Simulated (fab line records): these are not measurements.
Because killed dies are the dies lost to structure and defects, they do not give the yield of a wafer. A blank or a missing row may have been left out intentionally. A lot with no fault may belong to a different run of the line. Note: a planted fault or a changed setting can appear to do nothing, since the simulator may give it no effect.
What tool caused it? / flow sky130 / Sampling: 13 lots, 39 wafers, 5 of 708 route steps

WHAT THE GAUGES SHOWED, per wafer
SKY_POLY_GATE_CD_MEAS_13: the cd target is 150 nm. Usual: cd_nm 149.8 nm, standard deviation 1.4.
lot=L561; measured=day 17 12:31; on=cd_sem-01; cd_nm (nm)=149.1 148.2 149.8; flag=
lot=L563; measured=day 17 22:59; on=cd_sem-01; cd_nm (nm)=150.6 149.7 151.1; flag=
lot=L564; measured=day 18 08:46; on=cd_sem-01; cd_nm (nm)=150.7 150.8 150.8; flag=
lot=L565; measured=day 19 03:31; on=cd_sem-01; cd_nm (nm)=149.4 150.0 148.9; flag=
lot=L568; measured=day 19 19:40; on=cd_sem-01; cd_nm (nm)=148.5 149.4 150.4; flag=
lot=L569; measured=day 20 06:56; on=cd_sem-01; cd_nm (nm)=148.8 146.9 148.9; flag=
lot=L573; measured=day 21 13:44; on=cd_sem-01; cd_nm (nm)=150.4 149.8 150.4; flag=
lot=L574; measured=day 21 21:46; on=cd_sem-01; cd_nm (nm)=148.9 149.4 148.8; flag=
lot=L575; measured=day 22 03:05; on=cd_sem-02; cd_nm (nm)=149.8 151.2 151.9; flag=
lot=L576; measured=day 22 17:01; on=cd_sem-02; cd_nm (nm)=149.7 150.3 148.6; flag=
lot=L579; measured=day 23 14:34; on=cd_sem-02; cd_nm (nm)=146.2 146.8 147.6; flag=
lot=L581; measured=day 24 03:12; on=cd_sem-01; cd_nm (nm)=149.9 150.9 150.5; flag=
lot=L582; measured=day 24 16:28; on=cd_sem-02; cd_nm (nm)=150.2 149.4 150.3; flag=

SKY_LDD_P_TW_MEAS_11. Usual: for LDD_P_TW the level is 633 and the standard deviation is 5.9.
lot=L561; measured=day 20 05:46; on=film_metro-03; LDD_P_TW=629 630 627; flag=
lot=L563; measured=day 20 18:07; on=film_metro-04; LDD_P_TW=648 645 644; flag=
lot=L564; measured=day 21 02:01; on=film_metro-03; LDD_P_TW=629 627 629; flag=
lot=L565; measured=day 21 21:02; on=film_metro-04; LDD_P_TW=644 642 640; flag=
lot=L568; measured=day 22 10:53; on=film_metro-01; LDD_P_TW=636 631 632; flag=
lot=L569; measured=day 22 23:52; on=film_metro-03; LDD_P_TW=628 625 629; flag=
lot=L573; measured=day 24 05:23; on=film_metro-03; LDD_P_TW=630 634 632; flag=
lot=L574; measured=day 24 14:51; on=film_metro-01; LDD_P_TW=631 631 634; flag=
lot=L575; measured=day 24 18:46; on=film_metro-01; LDD_P_TW=636 630 632; flag=
lot=L576; measured=day 25 08:03; on=film_metro-03; LDD_P_TW=630 633 633; flag=
lot=L579; measured=day 26 04:45; on=film_metro-03; LDD_P_TW=629 633 632; flag=
lot=L581; measured=day 26 16:38; on=film_metro-03; LDD_P_TW=631 633 630; flag=
lot=L582; measured=day 27 06:54; on=film_metro-03; LDD_P_TW=627 631 626; flag=

SKY_LDD_LDN_TW_MEAS_13. Usual: for LDD_LDN_TW the level is 1485 and the standard deviation is 12.
lot=L561; measured=day 24 01:31; on=film_metro-01; LDD_LDN_TW=1475 1478 1479; flag=
lot=L563; measured=day 24 12:17; on=film_metro-01; LDD_LDN_TW=1470 1473 1470; flag=
lot=L564; measured=day 24 19:59; on=film_metro-01; LDD_LDN_TW=1473 1471 1473; flag=
lot=L565; measured=day 25 14:53; on=film_metro-04; LDD_LDN_TW=1510 1512 1510; flag=
lot=L568; measured=day 26 04:45; on=film_metro-02; LDD_LDN_TW=1484 1483 1490; flag=
lot=L569; measured=day 26 16:18; on=film_metro-02; LDD_LDN_TW=1490 1487 1480; flag=
lot=L573; measured=day 27 22:10; on=film_metro-04; LDD_LDN_TW=1493 1492 1499; flag=
lot=L574; measured=day 28 07:08; on=film_metro-01; LDD_LDN_TW=1570 1576 1572; flag=OFF
lot=L575; measured=day 28 09:59; on=film_metro-01; LDD_LDN_TW=1480 1474 1477; flag=
lot=L576; measured=day 29 00:51; on=film_metro-02; LDD_LDN_TW=1589 1587 1593; flag=OFF
lot=L579; measured=day 29 17:46; on=film_metro-04; LDD_LDN_TW=1493 1505 1497; flag=
lot=L581; measured=day 30 06:55; on=film_metro-02; LDD_LDN_TW=1485 1495 1496; flag=
lot=L582; measured=day 30 20:08; on=film_metro-04; LDD_LDN_TW=1501 1496 1491; flag=

WHAT TOOL EACH LOT RAN ON (gives the tool, then ch and the chambers of the sampled wafers, and finally the start)
lot=L561; SKY_POLY_GATE_ETCH_16=rie_diel-03 ch 0,2,3, day 17 12:46; SKY_LDD_LDN_IMPLANT_11=implanter-01 ch 0, day 24 01:16
lot=L563; SKY_POLY_GATE_ETCH_16=rie_diel-04 ch 0,1,2, day 17 23:14; SKY_LDD_LDN_IMPLANT_11=implanter-02 ch 0, day 24 12:04
lot=L564; SKY_POLY_GATE_ETCH_16=rie_diel-04 ch 0,1,3, day 18 08:59; SKY_LDD_LDN_IMPLANT_11=implanter-04 ch 0, day 24 19:44
lot=L565; SKY_POLY_GATE_ETCH_16=rie_diel-04 ch 0,1,3, day 19 03:44; SKY_LDD_LDN_IMPLANT_11=implanter-02 ch 0, day 25 14:41
lot=L568; SKY_POLY_GATE_ETCH_16=rie_diel-04 ch 0,1,2, day 19 19:50; SKY_LDD_LDN_IMPLANT_11=implanter-01 ch 0, day 26 04:32
lot=L569; SKY_POLY_GATE_ETCH_16=rie_diel-03 ch 1,3, day 20 07:08; SKY_LDD_LDN_IMPLANT_11=implanter-04 ch 0, day 26 16:05
lot=L573; SKY_POLY_GATE_ETCH_16=rie_diel-03 ch 1,2, day 21 13:56; SKY_LDD_LDN_IMPLANT_11=implanter-02 ch 0, day 27 21:57
lot=L574; SKY_POLY_GATE_ETCH_16=rie_diel-04 ch 0,2,3, day 21 21:59; SKY_LDD_LDN_IMPLANT_11=implanter-04 ch 0, day 28 06:35
lot=L575; SKY_POLY_GATE_ETCH_16=rie_diel-01 ch 1,2, day 22 03:17; SKY_LDD_LDN_IMPLANT_11=implanter-02 ch 0, day 28 09:46
lot=L576; SKY_POLY_GATE_ETCH_16=rie_diel-04 ch 1,2,3, day 22 17:16; SKY_LDD_LDN_IMPLANT_11=implanter-04 ch 0, day 28 23:58
lot=L579; SKY_POLY_GATE_ETCH_16=rie_diel-04 ch 0,1,2, day 23 14:48; SKY_LDD_LDN_IMPLANT_11=implanter-02 ch 0, day 29 17:31
lot=L581; SKY_POLY_GATE_ETCH_16=rie_diel-03 ch 0,1,3, day 24 03:24; SKY_LDD_LDN_IMPLANT_11=implanter-02 ch 0, day 30 06:42
lot=L582; SKY_POLY_GATE_ETCH_16=rie_diel-01 ch 1,2, day 24 16:41; SKY_LDD_LDN_IMPLANT_11=implanter-02 ch 0, day 30 19:53
- SKY_POLY_GATE_ETCH_16: etches Si3N4 in CH3F/O2, stops on poly-Si, time 147.5 s, target depth 75 nm.
- SKY_LDD_LDN_IMPLANT_11

WHAT THE TOOLS THEMSELVES READ (means of the sampled wafers that have a number; where no wafer has one, the mark that the record gives instead)
SKY_POLY_GATE_ETCH_16. Usual: drypump_motor_current_A 5.7 A, standard deviation 0.33; oes_product_au 0.642 a.u., standard deviation 0.0053; throttle_valve_pct 10.537 %, standard deviation 0.0094.
lot=L561; tool=rie_diel-03; drypump_motor_current_A (A)=5.6; oes_product_au (a.u.)=0.642; throttle_valve_pct (%)=10.539; flag=
lot=L563; tool=rie_diel-04; drypump_motor_current_A (A)=5.5; oes_product_au (a.u.)=0.638; throttle_valve_pct (%)=10.544; flag=
lot=L564; tool=rie_diel-04; drypump_motor_current_A (A)=5.6; oes_product_au (a.u.)=0.643; throttle_valve_pct (%)=10.537; flag=
lot=L565; tool=rie_diel-04; drypump_motor_current_A (A)=5.6; oes_product_au (a.u.)=0.647; throttle_valve_pct (%)=10.532; flag=
lot=L568; tool=rie_diel-04; drypump_motor_current_A (A)=5.5; oes_product_au (a.u.)=0.640; throttle_valve_pct (%)=10.546; flag=
lot=L569; tool=rie_diel-03; drypump_motor_current_A (A)=6.0; oes_product_au (a.u.)=0.642; throttle_valve_pct (%)=10.533; flag=
lot=L573; tool=rie_diel-03; drypump_motor_current_A (A)=5.9; oes_product_au (a.u.)=0.637; throttle_valve_pct (%)=10.535; flag=
lot=L574; tool=rie_diel-04; drypump_motor_current_A (A)=5.5; oes_product_au (a.u.)=0.640; throttle_valve_pct (%)=10.535; flag=
lot=L575; tool=rie_diel-01; drypump_motor_current_A (A)=5.5; oes_product_au (a.u.)=0.642; throttle_valve_pct (%)=10.531; flag=
lot=L576; tool=rie_diel-04; drypump_motor_current_A (A)=5.4; oes_product_au (a.u.)=0.647; throttle_valve_pct (%)=10.533; flag=
lot=L579; tool=rie_diel-04; drypump_motor_current_A (A)=5.5; oes_product_au (a.u.)=0.637; throttle_valve_pct (%)=10.531; flag=
lot=L581; tool=rie_diel-03; drypump_motor_current_A (A)=5.7; oes_product_au (a.u.)=0.642; throttle_valve_pct (%)=10.538; flag=
lot=L582; tool=rie_diel-01; drypump_motor_current_A (A)=5.7; oes_product_au (a.u.)=0.646; throttle_valve_pct (%)=10.529; flag=

THE ANSWER, worked out from the rows above alone
Rule: take the mean of a lot's wafers that have a number; if it is more than 3 standard deviations from the usual mean, the lot is off. Also off: a lot with no number at a reading for which 4 or more lots have one. Any other lot the step has rows for is counted as sound. First the gauges in route order, then the tools' own readings, where a lot's mean is used as printed above. The first step at which some lot is off is used, and at that step the reading that is off furthest; a lot without a number counts as furthest.
Off: L574, L576, seen at SKY_LDD_LDN_TW_MEAS_13 (LDD_LDN_TW).
A tool fits if, at a process step before that reading, it ran every lot that is off, and no sound lot after the first of them. The gauges at SKY_LDD_LDN_TW_MEAS_13 are tried like those tools. One candidate fits, namely implanter-04 at SKY_LDD_LDN_IMPLANT_11. A fault onset in the window from L569 (day 26 16:05, its last sound lot) to L574 (day 28 06:35, its first lot off) fits.

WHAT THE SIMULATOR HAD INSERTED
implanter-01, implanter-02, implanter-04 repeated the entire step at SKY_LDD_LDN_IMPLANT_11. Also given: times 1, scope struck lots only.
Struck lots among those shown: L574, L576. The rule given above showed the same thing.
